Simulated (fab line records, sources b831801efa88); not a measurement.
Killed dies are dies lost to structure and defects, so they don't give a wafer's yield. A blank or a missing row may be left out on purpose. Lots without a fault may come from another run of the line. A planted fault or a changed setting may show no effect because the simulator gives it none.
Which tool did it? | flow sfq_line | 13 lots, 39 wafers sampled, at 4 steps of a route of 325

WHAT THE GAUGES READ, wafer by wafer
SFQ_M8_OVL_MEAS_948. Usual: M8_OVL 1 nm, standard deviation 4.7.
lot  | measured     | on         | M8_OVL (nm) | flag
L287 | day 80 15:27 | overlay-01 | 6 4 0       |
L288 | day 80 16:38 | overlay-01 | -6 -10 -2   |
L289 | day 80 21:26 | overlay-02 | -3 -5 0     |
L290 | day 81 05:50 | overlay-02 | 3 3 2       |
L296 | day 83 15:26 | overlay-02 | 5 3 7       |
L303 | day 91 02:04 | overlay-01 | 3 -4 2      |
L304 | day 91 08:11 | overlay-01 | -5 1 -6     |
L305 | day 91 09:23 | overlay-01 | -1 1 8      |
L306 | day 91 11:48 | overlay-01 | 2 -3 0      |
L307 | day 91 14:11 | overlay-01 | 5 4 2       |
L308 | day 91 16:35 | overlay-02 | 7 5 5       |
L309 | day 91 21:23 | overlay-02 | 6 5 1       |
L310 | day 92 05:55 | overlay-02 | -4 -8 -3    |

SFQ_M8_THK_MEAS_950: measures by xrf. Usual: M8_AU_THK 180.1 nm, standard deviation 2.4.
lot  | measured     | on            | M8_AU_THK (nm)    | flag
L287 | day 80 16:21 | film_metro-03 | 178.7 183.9 182.4 |
L288 | day 80 17:32 | film_metro-04 | 176.7 179.4 176.5 |
L289 | day 80 22:20 | film_metro-03 | 180.1 179.0 175.9 |
L290 | day 81 06:44 | film_metro-02 | 180.8 180.0 183.0 |
L296 | day 83 16:20 | film_metro-02 | 179.5 181.8 182.6 |
L303 | day 91 02:58 | film_metro-04 | 179.0 178.9 178.0 |
L304 | day 91 09:06 | film_metro-02 | 183.0 184.0 182.0 |
L305 | day 91 10:18 | film_metro-02 | 182.5 182.4 180.9 |
L306 | day 91 12:43 | film_metro-04 | 181.5 181.6 180.6 |
L307 | day 91 15:06 | film_metro-03 | 175.5 175.1 177.1 |
L308 | day 91 17:29 | film_metro-03 | 179.9 182.0 179.2 |
L309 | day 91 22:18 | film_metro-02 | 181.4 183.4 184.1 |
L310 | day 92 06:49 | film_metro-03 | 182.8 180.6 180.6 |

WHICH TOOL RAN EACH LOT (tool, then ch and the chambers of the sampled wafers, then the start)
lot  | SFQ_TRILAYER_M6_STRIP_STRIP_163   | SFQ_TRILAYER_I7_CMP_CMP_184
L287 | rie_metal-03 ch 0,1, day 71 21:22 | cmp-01 ch 0,1,3, day 76 16:18
L288 | rie_metal-01 ch 0,1, day 72 07:01 | cmp-01 ch 0,1,3, day 76 20:17
L289 | rie_metal-04 ch 0,1, day 72 10:34 | cmp-02 ch 0,1,2, day 77 01:30
L290 | rie_metal-03 ch 0,1, day 72 11:50 | cmp-01 ch 1,2,3, day 77 08:17
L296 | rie_metal-04 ch 1, day 78 09:50   | cmp-01 ch 0,2, day 79 01:04
L303 | rie_metal-04 ch 1, day 79 23:27   | cmp-02 ch 1,2,3, day 87 15:43
L304 | rie_metal-01 ch 0,1, day 80 00:39 | cmp-01 ch 0,2,3, day 87 18:17
L305 | rie_metal-04 ch 0,1, day 80 06:39 | cmp-01 ch 0,3, day 87 21:17
L306 | rie_metal-01 ch 0,1, day 80 08:03 | cmp-02 ch 1,2,3, day 88 00:43
L307 | rie_metal-01 ch 0,1, day 80 10:21 | cmp-01 ch 0,2,3, day 88 03:22
L308 | rie_metal-01 ch 0,1, day 80 12:45 | cmp-02 ch 0,2,3, day 88 02:53
L309 | rie_metal-04 ch 0,1, day 80 16:21 | cmp-01 ch 0,3, day 88 07:01
L310 | rie_metal-03 ch 0,1, day 81 08:35 | cmp-02 ch 0,2,3, day 88 18:49
- SFQ_TRILAYER_M6_STRIP_STRIP_163: strips in O2.
- SFQ_TRILAYER_I7_CMP_CMP_184: polishes SiO2.

WHAT THE TOOLS THEMSELVES READ (means of the sampled wafers that have a number; where no wafer has one, the mark that the record gives instead)
SFQ_TRILAYER_M6_STRIP_STRIP_163. Usual: drypump_motor_current_A 5.5 A, standard deviation 0.46; he_backside_leak_sccm 3.6 sccm, standard deviation 0.31; oes_product_au 0.999 a.u., standard deviation 0.0096.
lot  | tool         | drypump_motor_current_A (A) | he_backside_leak_sccm (sccm) | oes_product_au (a.u.) | flag
L287 | rie_metal-03 | 5.8                         | 3.6                          | 0.992                 |
L288 | rie_metal-01 | 5.9                         | 3.5                          | 0.996                 |
L289 | rie_metal-04 | 5.2                         | 3.6                          | 0.992                 |
L290 | rie_metal-03 | 5.8                         | 3.6                          | 0.981                 |
L296 | rie_metal-04 | 4.9                         | 3.9                          | 1.000                 |
L303 | rie_metal-04 | 4.9                         | 2.9                          | 1.011                 |
L304 | rie_metal-01 | 5.8                         | 4.0                          | 1.002                 |
L305 | rie_metal-04 | 5.3                         | 3.4                          | 1.007                 |
L306 | rie_metal-01 | 5.9                         | 3.9                          | 1.002                 |
L307 | rie_metal-01 | 5.9                         | 3.9                          | 1.004                 |
L308 | rie_metal-01 | 5.9                         | 3.5                          | 1.009                 |
L309 | rie_metal-04 | 5.1                         | 3.3                          | 0.998                 |
L310 | rie_metal-03 | 5.4                         | 3.4                          | 0.986                 |

SFQ_TRILAYER_I7_CMP_CMP_184. Usual: head_pressure_psi 3.000 psi, standard deviation 0.0063; motor_current_A 10.5 A, standard deviation 1.2; time_to_endpoint_s 222 s, standard deviation 8.7.
lot  | tool   | head_pressure_psi (psi) | motor_current_A (A) | time_to_endpoint_s (s) | flag
L287 | cmp-01 | 2.999                   | 11.0                | 224                    |
L288 | cmp-01 | 3.001                   | 10.9                | 218                    |
L289 | cmp-02 | 2.997                   | 9.3                 | 222                    |
L290 | cmp-01 | 3.000                   | 10.7                | 231                    |
L296 | cmp-01 | 3.171                   | 11.4                | 211                    | OFF
L303 | cmp-02 | 3.005                   | 9.9                 | 216                    |
L304 | cmp-01 | 2.997                   | 11.5                | 229                    |
L305 | cmp-01 | 3.000                   | 11.6                | 231                    |
L306 | cmp-02 | 2.998                   | 9.8                 | 216                    |
L307 | cmp-01 | 3.003                   | 11.2                | 232                    |
L308 | cmp-02 | 2.998                   | 10.0                | 219                    |
L309 | cmp-01 | 3.003                   | 12.0                | 228                    |
L310 | cmp-02 | 3.001                   | 9.5                 | 216                    |

THE ANSWER, worked out from the rows above alone
Rule: a lot is off if the mean of its wafers that have a number lies more than 3 standard deviations from the usual mean. A lot without any number at a reading at which 4 lots or more have one is off too. The other lots that the step has rows for count as sound. The gauges are gone through in route order, then the tools' own readings, and for those a lot's mean is taken as printed above. The first step at which some lot is off is used, and at that step the reading that is off furthest; a lot without a number counts as furthest.
Off: L296, at SFQ_TRILAYER_I7_CMP_CMP_184 (head_pressure_psi).
A tool fits if, at that step or a process step before it, it ran every lot that is off, and no sound lot after the first of them. None of those tried fits.

WHAT THE SIMULATOR HAD PUT IN
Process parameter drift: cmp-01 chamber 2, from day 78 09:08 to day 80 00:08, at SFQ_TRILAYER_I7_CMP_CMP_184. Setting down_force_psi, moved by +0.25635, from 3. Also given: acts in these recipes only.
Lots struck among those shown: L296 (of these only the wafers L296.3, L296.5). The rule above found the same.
